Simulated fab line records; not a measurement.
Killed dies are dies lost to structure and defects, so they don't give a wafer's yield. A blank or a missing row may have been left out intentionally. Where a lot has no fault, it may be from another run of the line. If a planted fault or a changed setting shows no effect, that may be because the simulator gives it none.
Problem report in the 8D (eight disciplines) form, filled by code | flow gf180mcu | the parts of the form that need people (team, actions taken, sign-off) are left out

## 1. PROBLEM STATEMENT
Wafers free of any fault read 850 nm (standard deviation 14) for V4_CVD_02_THK at GF_V4_THK_MEAS_03, against a mean of 416 nm on 3 wafers of 2 lots. Relative to the usual mean, that is a shift of -31 standard deviations.
Seen first at day 27 18:54 on filmMetro-04, wafer L487.1. At this step, 36 wafers from 12 lots have a number in the record. The rule behind "out" and "out of limits": a value lying over 4 standard deviations away from the usual mean. Any other wafer with a number is counted as sound.

## 2. WHAT IT IS, WHAT IT ISN'T
question                    | is                         | is not
which readings at this step | V4_CVD_02_THK              | -
which lots                  | L487, L489                 | L475, L479, L480, L482, L484, L490, L494, L496, L497, L498
which wafers of those lots  | L487.1, L487.2, L489.2     | L487.6, L489.5, L489.6
read on which gauges        | filmMetro-01, filmMetro-04 | filmMetro-03
when                        | from day 27 18:54          | up to then (16 sound wafers); but 17 sound wafers of L489, L490, L494, L496, L497, L498 came after

## 3. WHAT RULES OUT EACH SUSPECT
Counting: if a tool at a process step up to the reading ran every lot that is out, it stays a suspect. Sound lots after the first of them don't rule it out here, since some wafers of a struck lot are sound.
- ruled out: the gauge at GF_V4_THK_MEAS_03. 2 gauges (filmMetro-01, filmMetro-04) read the wafers that are out.
- pecvd-02 at GF_V4_CVD_02 (deposits SiO2 from TEOS, target thk 850 nm, time 94.851 s): kept. Every lot that is out went through it, the first being L487 (day 27 18:50); the last sound lot it ran before that was L484 (day 26 17:49).
Left after counting: pecvd-02 at GF_V4_CVD_02.

## 4. THE CAUSE (what the simulator had put in)
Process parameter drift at GF_V4_CVD_02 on pecvd-02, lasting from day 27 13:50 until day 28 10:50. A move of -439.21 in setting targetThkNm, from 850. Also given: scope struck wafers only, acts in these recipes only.
Only this tool survived the counting.

## 5. SEQUENCE OF EFFECTS, ordered by route
Each row: a reading where the mean over the struck wafers with a number is more than 3 standard deviations away from the usual. Readings are gone through only where the record gives a usual standard deviation; hours: the median, over the lots, of the time from a lot's start at the first step in this table giving one to that lot's start at this step; sigmas: the change measured in usual standard deviations.
hours | step              | reading         | usual      | on struck wafers | change | sigmas
0     | GF_V4_THK_MEAS_03 | V4_CVD_02_THK   | 850 nm     | 416              | -434   | -31
0     | GF_V4_CMP_04      | timeToEndpointS | 83 s       | 6                | -78    | -11
-     | GF_V4_ETCH_17     | oesProductAu    | 0.856 a.u. | 0.692            | -0.164 | -35
The process steps in it:
- GF_V4_CMP_04: polishes SiO2.
- GF_V4_ETCH_17: etches SiO2 in C4F8/O2/Ar, stops on TiN, target depth 630 nm.
Later measuring or inspecting steps at which every struck wafer that the step has a row for has a number for every such reading, and none has moved that far: GF_V4_BOW_MEAS_05, GF_V4_OVL_MEAS_15.

## 6. WHAT WOULD HAVE CAUGHT IT SOONER
Counted from the fault's start at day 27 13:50, it took 5 hours until the first out-of-limits reading at a measuring or inspecting step in this record, taken at day 27 18:54.
An alarm limit of 4 standard deviations would not have fired on the tool readings at GF_V4_CVD_02 for which the record gives a usual standard deviation, since none of them was out on any struck wafer.
Of the lots that are out (2), L489 began GF_V4_CVD_02 on pecvd-02 after day 27 18:54. A tool hold placed at that time would have kept it from harm.
